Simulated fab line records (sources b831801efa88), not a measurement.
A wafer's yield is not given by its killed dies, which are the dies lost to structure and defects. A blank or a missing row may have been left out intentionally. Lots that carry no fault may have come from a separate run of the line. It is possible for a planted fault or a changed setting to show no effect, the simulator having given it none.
Which tool is to blame? -- flow gf180mcu -- Sampling: 11 lots, 33 wafers, 5 of 602 route steps

## WHAT THE GAUGES READ, wafer by wafer
GF_V4_OVL_MEAS_15. Usual: V4_OVL 2 nm, standard deviation 5.4.
lot,measured,on,V4_OVL (nm),flag
L262,day 24 14:29,overlay-01,-6 -4 1,
L263,day 24 20:41,overlay-02,1 0 -7,
L265,day 25 08:50,overlay-01,2 4 2,
L266,day 25 20:17,overlay-02,15 5 18,
L267,day 26 03:06,overlay-02,8 11 -5,
L269,day 26 21:56,overlay-02,-3 -2 -2,
L270,day 27 04:02,overlay-01,3 -9 2,
L271,day 27 10:50,overlay-01,4 -3 0,
L274,day 28 12:40,overlay-02,14 8 9,
L284,day 31 10:21,overlay-01,8 7 4,
L285,day 31 16:46,overlay-02,3 1 -6,

GF_V4_RS_MEAS_24: measures by four-point-probe. Usual: V4_W_RS 0.329 ohm/sq, standard deviation 0.0041.
lot,measured,on,V4_W_RS (ohm/sq),flag
L262,day 24 15:26,film_metro-02,0.330 0.332 0.330,
L263,day 24 21:45,film_metro-02,0.329 0.329 0.330,
L265,day 25 09:47,film_metro-04,0.331 0.333 0.329,
L266,day 25 21:12,film_metro-03,0.328 0.318 0.330,
L267,day 26 04:01,film_metro-02,0.327 0.332 0.324,
L269,day 26 22:52,film_metro-02,0.319 0.318 0.323,
L270,day 27 05:06,film_metro-02,0.332 0.332 0.333,
L271,day 27 11:47,film_metro-02,0.331 0.323 0.322,
L274,day 28 13:39,film_metro-02,0.329 0.337 0.330,
L284,day 31 11:16,film_metro-04,0.330 0.251 0.335,OFF
L285,day 31 17:49,film_metro-03,0.253 0.325 0.251,OFF

GF_V4_THK_MEAS_25: measures by xrf. Usual: V4_W_THK 341 nm, standard deviation 5.
lot,measured,on,V4_W_THK (nm),flag
L262,day 24 15:33,film_metro-02,335 335 337,
L263,day 24 21:52,film_metro-02,337 337 334,
L265,day 25 09:53,film_metro-04,341 340 344,
L266,day 25 21:19,film_metro-03,344 356 341,
L267,day 26 04:08,film_metro-02,336 330 340,
L269,day 26 22:58,film_metro-02,342 345 340,
L270,day 27 05:12,film_metro-02,335 338 336,
L271,day 27 11:53,film_metro-02,337 348 347,
L274,day 28 13:46,film_metro-02,346 339 345,
L284,day 31 11:23,film_metro-04,336 440 336,OFF
L285,day 31 17:56,film_metro-03,436 343 443,OFF

## TOOL THAT RAN EACH LOT (tool first, then ch and the chambers of the sampled wafers, then the start)
lot,GF_V4_CVD_02,GF_V4_CVD_23
L262,"pecvd-04 ch 0,2, day 23 15:40","cvd_w-02 ch 0,1, day 24 15:19"
L263,"pecvd-02 ch 0,1, day 23 21:10","cvd_w-02 ch 0, day 24 21:31"
L265,"pecvd-02 ch 0,1,2, day 24 10:43","cvd_w-02 ch 0,1, day 25 09:40"
L266,"pecvd-04 ch 0,1,2, day 24 22:05","cvd_w-01 ch 0,1, day 25 21:05"
L267,"pecvd-04 ch 0,1,2, day 25 04:36","cvd_w-01 ch 0,1, day 26 03:53"
L269,"pecvd-01 ch 0,2, day 26 00:17","cvd_w-01 ch 1, day 26 22:44"
L270,"pecvd-01 ch 1,2, day 26 06:38","cvd_w-01 ch 0, day 27 04:55"
L271,"pecvd-02 ch 0,1,2, day 26 13:09","cvd_w-01 ch 0,1, day 27 11:40"
L274,"pecvd-04 ch 0,1,2, day 27 16:31","cvd_w-01 ch 0,1, day 28 13:32"
L284,"pecvd-02 ch 0,2, day 30 16:08","cvd_w-01 ch 0,1, day 31 11:08"
L285,"pecvd-01 ch 1,2, day 30 22:46","cvd_w-01 ch 0,1, day 31 17:42"
- GF_V4_CVD_02: deposits SiO2 from TEOS, target thk 850 nm, time 94.851 s.
- GF_V4_CVD_23: deposits W, target thk 350 nm, time 104.9 s.

## WHAT THE TOOLS THEMSELVES READ (means of the sampled wafers that have a number; where no wafer has one, the mark that the record gives instead)
GF_V4_CVD_02. Usual: heater_power_w 605 W, standard deviation 79.
lot,tool,heater_power_w (W),flag
L262,pecvd-04,531,
L263,pecvd-02,669,
L265,pecvd-02,592,
L266,pecvd-04,563,
L267,pecvd-04,576,
L269,pecvd-01,610,
L270,pecvd-01,599,
L271,pecvd-02,641,
L274,pecvd-04,542,
L284,pecvd-02,651,
L285,pecvd-01,605,

GF_V4_CVD_23. Usual: heater_power_w 914 W, standard deviation 100.
lot,tool,heater_power_w (W),flag
L262,cvd_w-02,838,
L263,cvd_w-02,785,
L265,cvd_w-02,837,
L266,cvd_w-01,964,
L267,cvd_w-01,892,
L269,cvd_w-01,826,
L270,cvd_w-01,1033,
L271,cvd_w-01,889,
L274,cvd_w-01,915,
L284,cvd_w-01,899,
L285,cvd_w-01,967,

## THE ANSWER, worked out from the rows above alone
Rule: take the mean of a lot's wafers that have a number; if it is more than 3 standard deviations from the usual mean, the lot is off. Also off: a lot with no number at a reading for which 4 or more lots have one. All remaining lots with rows at the step are treated as sound. First the gauges in route order, then the tools' own readings, where a lot's mean is used as printed above. At the first step where some lot is off, the reading lying furthest off is the one used; lots without a number count as furthest.
Off: L284, L285, seen at GF_V4_RS_MEAS_24 (V4_W_RS).
If a tool, at a process step before that reading, ran all the lots that are off and no sound lot after the first of them, it fits. Those tools and the gauges at GF_V4_RS_MEAS_24 are tried in the same way. One fits: cvd_w-01 at GF_V4_CVD_23. Its last sound lot is L274 (day 28 13:32), its first lot that is off L284 (day 31 11:08): a fault that began between those two fits.

## WHAT THE SIMULATOR HAD PUT IN
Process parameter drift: cvd_w-01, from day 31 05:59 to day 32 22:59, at GF_V4_CVD_23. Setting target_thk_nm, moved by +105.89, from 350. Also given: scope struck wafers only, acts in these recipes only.
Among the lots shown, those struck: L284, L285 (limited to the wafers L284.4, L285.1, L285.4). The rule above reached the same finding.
